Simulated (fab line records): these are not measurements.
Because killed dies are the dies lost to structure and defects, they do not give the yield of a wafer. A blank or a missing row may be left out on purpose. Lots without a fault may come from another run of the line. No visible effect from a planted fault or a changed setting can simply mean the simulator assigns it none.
A struck lot beside a sound one :: flow gf180mcu :: 19 steps out of a route of 602
Sound: the wafers L489.4, L489.5, L489.6. Struck: wafers L494.3, L494.4, L494.5. At the end, the cause is stated.
At each step with rows: each side's tool, then ch and its chambers, then its first start. Under that, the readings that differ: sound wafers :: struck wafers :: difference of the means :: sigmas: that difference in standard deviations of wafers without a fault.
alike: readings with means less than 2 such deviations apart, plus words and numbers identical on both sides. not compared: withheld readings, readings lacking a value on some wafer, bounds such as >300 that could conceal the same value, and numbers that have no deviation in the record and whose values overlap.
A row with sigmas, a row that says differs or no value, or rows on one side alone: a step with any of these is where the two part. Numbers that don't overlap but have no deviation are shown without sigmas and don't part them. A reading that every wafer of one side lacks parts them only if that side has two wafers or more.

GF_V5_CMP_26: polishes, stops on SiO2, t overpolish 15 s, target thk 0 nm.
  sound on cmp-02 ch 0,1,2, day 29 22:05; struck on cmp-02 ch 1,3, day 31 04:44
  alike: motor-current-A, overpolish-run-s, time-to-endpoint-s
then, 1 step without rows for these wafers: GF_TOP_METAL_SPUTTER_00 (material Ti, target thk 37.5 nm, time 150 s).
GF_TOP_METAL_SPUTTER_01: material TiN, target thk 30 nm, time 25 s.
  sound on pvd-sputter-04, day 29 22:20; struck on pvd-sputter-03, day 31 05:08
  alike: throttle-valve-pct
then, 1 step without rows for these wafers: GF_TOP_METAL_SPUTTER_02 (material AlCu, target thk 900 nm, time 47.82 s).
GF_TOP_METAL_SPUTTER_03: material Ti, target thk 5 nm, time 3.3 s.
  sound on pvd-sputter-04, day 29 22:25; struck on pvd-sputter-03, day 31 05:13
  alike: throttle-valve-pct
GF_TOP_METAL_SPUTTER_04: material TiN, target thk 25 nm, time 20.8 s.
  sound on pvd-sputter-04, day 29 22:26; struck on pvd-sputter-03, day 31 05:14
  alike: throttle-valve-pct
GF_TOP_METAL_RS_MEAS_05: a four-point-probe measurement.
  sound on film-metro-02, day 29 22:31; struck on film-metro-03, day 31 05:18
  alike: TOP_METAL_ALCU_RS
GF_TOP_METAL_THK_MEAS_06: measures by xrf.
  sound on film-metro-02, day 29 22:37; struck on film-metro-03, day 31 05:24
  alike: TOP_METAL_ALCU_THK
then, 4 steps without rows for these wafers: GF_TOP_METAL_DEHYDRATE_07 (time 60 s); GF_TOP_METAL_HMDS_08 (prime time 60 s); GF_TOP_METAL_COAT_09 (resist thk 1500 nm); GF_TOP_METAL_SOFTBAKE_10 (time 60 s).
GF_TOP_METAL_EXPOSE_11: exposes mask MetalTop, target cd 440 nm.
  sound on iline-stepper-02 ch 0, day 30 07:56; struck on iline-stepper-02 ch 0, day 31 14:28
reading: model.TOP_METAL.overlay-x-nm (nm)
sound: -3.725 -3.725 -3.725
struck: 37.72 37.72 37.72
difference: +41.45
sigmas: 
  alike: mask, reticle-temp-C
then, 2 steps without rows for these wafers: GF_TOP_METAL_PEB_12; GF_TOP_METAL_DEVELOP_13 (develop time 60 s).
GF_TOP_METAL_CD_MEAS_14: target cd 440 nm.
  sound on cd-sem-01, day 30 16:37; struck on cd-sem-02, day 31 22:29
  alike: cd-nm
GF_TOP_METAL_OVL_MEAS_15:
  sound on overlay-01, day 30 16:41; struck on overlay-02, day 31 22:34
reading: TOP_METAL_OVL (nm)
sound: -4.5 -3.2 -5.0
struck: 37.1 38.2 37.3
difference: +41.8
sigmas: +32
GF_TOP_METAL_METAL_ETCH_16: etches the open film in Cl2/BCl3, stops on SiO2, target depth 1197 nm, time 199.5 s.
  sound on rie-metal-02 ch 0,1, day 30 16:46; struck on rie-metal-04 ch 0,1, day 31 22:40
  alike: drypump-motor-current-A, mfc-cl2-sccm, oes-product-au, throttle-valve-pct
  not compared: rf-hours-counter-h
GF_PASSIVATION_PROBE_99:
  the record has rows for the sound wafers here (prober-02, day 31 14:05) and none for the struck ones

## WHERE THEY PART
First at GF_TOP_METAL_OVL_MEAS_15; last, within this record, at GF_PASSIVATION_PROBE_99.

WHY: whatever the simulator had introduced
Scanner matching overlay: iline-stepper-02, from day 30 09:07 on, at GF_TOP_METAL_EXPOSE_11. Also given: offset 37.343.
